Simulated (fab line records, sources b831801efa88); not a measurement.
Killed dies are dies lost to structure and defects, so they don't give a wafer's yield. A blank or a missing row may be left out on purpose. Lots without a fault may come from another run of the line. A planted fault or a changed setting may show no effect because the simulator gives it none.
Which tool did it? | flow sky130 | 13 lots, 36 wafers sampled, at 4 steps of a route of 708

WHAT THE GAUGES READ, wafer by wafer
SKY_FIELD_ISO_BOW_MEAS_00. Usual: INCOMING_BOW 0 um, standard deviation 5.9.
lot  | measured    | on            | INCOMING_BOW (um) | flag
L447 | day 1 15:08 | film_metro-04 | 7 7 -2            |
L448 | day 1 20:02 | film_metro-04 | -2 -6 -2          |
L449 | day 2 01:00 | film_metro-04 | -6 4 -2           |
L452 | day 2 16:00 | film_metro-04 | 2 -3 -3           |
L455 | day 3 07:00 | film_metro-04 | 2 -3 -7           |
L456 | day 3 12:02 | film_metro-02 | 5 11 -4           |
L457 | day 3 17:00 | film_metro-04 | 3 -13 12          |
L458 | day 3 22:00 | film_metro-02 | 4 12 -2           |
L459 | day 4 03:00 | film_metro-02 | -2 8 -3           |
L461 | day 4 13:01 | film_metro-02 | -5 -7 7           |
L463 | day 4 23:04 | film_metro-02 | 4 7               |
L464 | day 5 04:04 | film_metro-02 | 0 7               |
L469 | day 6 05:00 | film_metro-02 | 0 -10             |

SKY_PWDE_TW_MEAS_10. Usual: PWDE_TW 373.8, standard deviation 2.6.
lot  | measured    | on            | PWDE_TW           | flag
L447 | day 4 01:32 | film_metro-02 | 372.1 370.9 370.0 |
L448 | day 4 07:43 | film_metro-03 | 373.7 376.0 373.6 |
L449 | day 4 11:46 | film_metro-03 | 375.3 375.1 375.4 |
L452 | day 5 06:34 | film_metro-02 | 370.4 371.2 372.1 |
L455 | day 5 23:01 | film_metro-02 | 369.1 373.1 369.9 |
L456 | day 6 03:10 | film_metro-02 | 371.2 371.4 372.5 |
L457 | day 6 12:21 | film_metro-03 | 377.2 374.7 376.7 |
L458 | day 6 15:33 | film_metro-01 | 373.0 372.6 371.7 |
L459 | day 6 20:27 | film_metro-03 | 376.8 378.5 375.9 |
L461 | day 7 06:28 | film_metro-02 | 372.0 372.6 374.1 |
L469 | day 9 05:42 | film_metro-02 | 370.1             |

WHICH TOOL RAN EACH LOT (tool, then ch and the chambers of the sampled wafers, then the start)
lot  | SKY_FIELD_ISO_ETCH_15             | SKY_FIELD_ISO_STRIP_16
L447 | rie_diel-03 ch 2,3, day 2 09:32   | plasma_asher-04 ch 0,1, day 2 09:37
L448 | rie_diel-01 ch 2,3, day 2 14:29   | plasma_asher-02 ch 0,1, day 2 14:34
L449 | rie_diel-04 ch 0,2,3, day 2 19:47 | plasma_asher-03 ch 0, day 2 19:51
L452 | rie_diel-01 ch 0,1,3, day 3 13:53 | plasma_asher-04 ch 0,1, day 3 13:56
L455 | rie_diel-04 ch 0,2,3, day 4 03:47 | plasma_asher-02 ch 0,1, day 4 03:50
L456 | rie_diel-04 ch 0,2,3, day 4 08:41 | plasma_asher-03 ch 0,1, day 4 08:46
L457 | rie_diel-01 ch 1,3, day 4 16:38   | plasma_asher-03 ch 0,1, day 4 16:41
L458 | rie_diel-03 ch 1,3, day 4 20:38   | plasma_asher-03 ch 0,1, day 4 20:41
L459 | rie_diel-01 ch 0,2,3, day 5 01:17 | plasma_asher-04 ch 0,1, day 5 01:21
L461 | rie_diel-03 ch 0,2,3, day 5 10:56 | plasma_asher-03 ch 0,1, day 5 10:59
L463 | rie_diel-03 ch 0,2, day 5 22:32   | plasma_asher-03 ch 1, day 5 22:37
L464 | rie_diel-03 ch 2,3, day 6 02:41   | plasma_asher-02 ch 0,1, day 6 02:46
L469 | rie_diel-03 ch 0, day 7 05:05     | plasma_asher-04 ch 1, day 7 05:08
- SKY_FIELD_ISO_ETCH_15: etches the open film in CHF3/O2, stops on Si, target depth 180 nm, time 72 s.
- SKY_FIELD_ISO_STRIP_16: strips in O2/N2.

WHAT THE TOOLS THEMSELVES READ (means of the sampled wafers that have a number; where no wafer has one, the mark that the record gives instead)
SKY_FIELD_ISO_ETCH_15. Usual: O2_flow_sccm 5.003 sccm, standard deviation 0.014; drypump_motor_current_A 6.0 A, standard deviation 0.36; oes_product_au 0.946 a.u., standard deviation 0.0064; rf_fwd_power_W 596.0 W, standard deviation 1.8; throttle_valve_pct 8.845 %, standard deviation 0.0089.
lot  | tool        | O2_flow_sccm (sccm) | drypump_motor_current_A (A) | oes_product_au (a.u.) | rf_fwd_power_W (W) | throttle_valve_pct (%) | flag
L447 | rie_diel-03 | 5.003               | 5.6                         | 0.937                 | 595.3              | 8.846                  |
L448 | rie_diel-01 | 5.019               | 5.6                         | 0.939                 | 595.1              | 8.852                  |
L449 | rie_diel-04 | 5.008               | 6.2                         | 0.943                 | 597.4              | 8.848                  |
L452 | rie_diel-01 | 4.993               | 6.0                         | 0.938                 | 595.2              | 8.853                  |
L455 | rie_diel-04 | 5.003               | 6.2                         | 0.946                 | 599.2              | 8.846                  |
L456 | rie_diel-04 | 4.999               | 6.2                         | 0.946                 | 597.5              | 8.845                  |
L457 | rie_diel-01 | 4.989               | 6.0                         | 0.945                 | 595.1              | 8.845                  |
L458 | rie_diel-03 | 4.978               | 6.0                         | 0.945                 | 593.2              | 8.842                  |
L459 | rie_diel-01 | 5.006               | 5.9                         | 0.949                 | 595.1              | 8.848                  |
L461 | rie_diel-03 | 5.001               | 5.8                         | 0.954                 | 596.7              | 8.845                  |
L463 | rie_diel-03 | 4.995               | 5.7                         | 0.724                 | 596.1              | 8.771                  | OFF
L464 | rie_diel-03 | 4.995               | 5.8                         | 0.724                 | 596.1              | 8.781                  | OFF
L469 | rie_diel-03 | 5.010               | 6.0                         | 0.841                 | 595.5              | 8.800                  | OFF

SKY_FIELD_ISO_STRIP_16. Usual: drypump_motor_current_A 5.6 A, standard deviation 0.45; oes_product_au 0.379 a.u., standard deviation 0.0048; strip_time_to_endpoint_s 3.58 s, standard deviation 0.048.
lot  | tool            | drypump_motor_current_A (A) | oes_product_au (a.u.) | strip_time_to_endpoint_s (s) | flag
L447 | plasma_asher-04 | 5.3                         | 0.379                 | 3.62                         |
L448 | plasma_asher-02 | 5.5                         | 0.381                 | 3.65                         |
L449 | plasma_asher-03 | 6.5                         | 0.376                 | 3.55                         |
L452 | plasma_asher-04 | 5.3                         | 0.379                 | 3.56                         |
L455 | plasma_asher-02 | 5.5                         | 0.381                 | 3.57                         |
L456 | plasma_asher-03 | 5.7                         | 0.380                 | 3.56                         |
L457 | plasma_asher-03 | 6.1                         | 0.380                 | 3.58                         |
L458 | plasma_asher-03 | 5.8                         | 0.380                 | 3.55                         |
L459 | plasma_asher-04 | 5.3                         | 0.380                 | 3.59                         |
L461 | plasma_asher-03 | 6.1                         | 0.377                 | 3.60                         |
L463 | plasma_asher-03 | 5.3                         | 0.413                 | 4.33                         | OFF
L464 | plasma_asher-02 | 5.5                         | 0.409                 | 4.28                         | OFF
L469 | plasma_asher-04 | 5.3                         | 0.396                 | 3.92                         | OFF

THE ANSWER, worked out from the rows above alone
Rule: a lot is off if the mean of its wafers that have a number lies more than 3 standard deviations from the usual mean. A lot without any number at a reading at which 4 lots or more have one is off too. The other lots that the step has rows for count as sound. The gauges are gone through in route order, then the tools' own readings, and for those a lot's mean is taken as printed above. The first step at which some lot is off is used, and at that step the reading that is off furthest; a lot without a number counts as furthest.
Off: L463, L464, L469, at SKY_FIELD_ISO_ETCH_15 (oes_product_au).
A tool fits if, at that step or a process step before it, it ran every lot that is off, and no sound lot after the first of them. One fits: rie_diel-03 at SKY_FIELD_ISO_ETCH_15. Its last sound lot is L461 (day 5 10:56), its first lot that is off L463 (day 5 22:32): a fault that began between those two fits.
The tool's own readings at SKY_FIELD_ISO_ETCH_15 bear it out: on the lots that are off they differ by more than 5 times the standard deviation of the sound lots' means. oes_product_au reads 0.763 a.u. there against 0.944 a.u. on the sound lots; throttle_valve_pct reads 8.784 % there against 8.847 % on the sound lots.

WHAT THE SIMULATOR HAD PUT IN
Process parameter drift: rie_diel-03, from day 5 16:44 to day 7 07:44, at SKY_FIELD_ISO_ETCH_15. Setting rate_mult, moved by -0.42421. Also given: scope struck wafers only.
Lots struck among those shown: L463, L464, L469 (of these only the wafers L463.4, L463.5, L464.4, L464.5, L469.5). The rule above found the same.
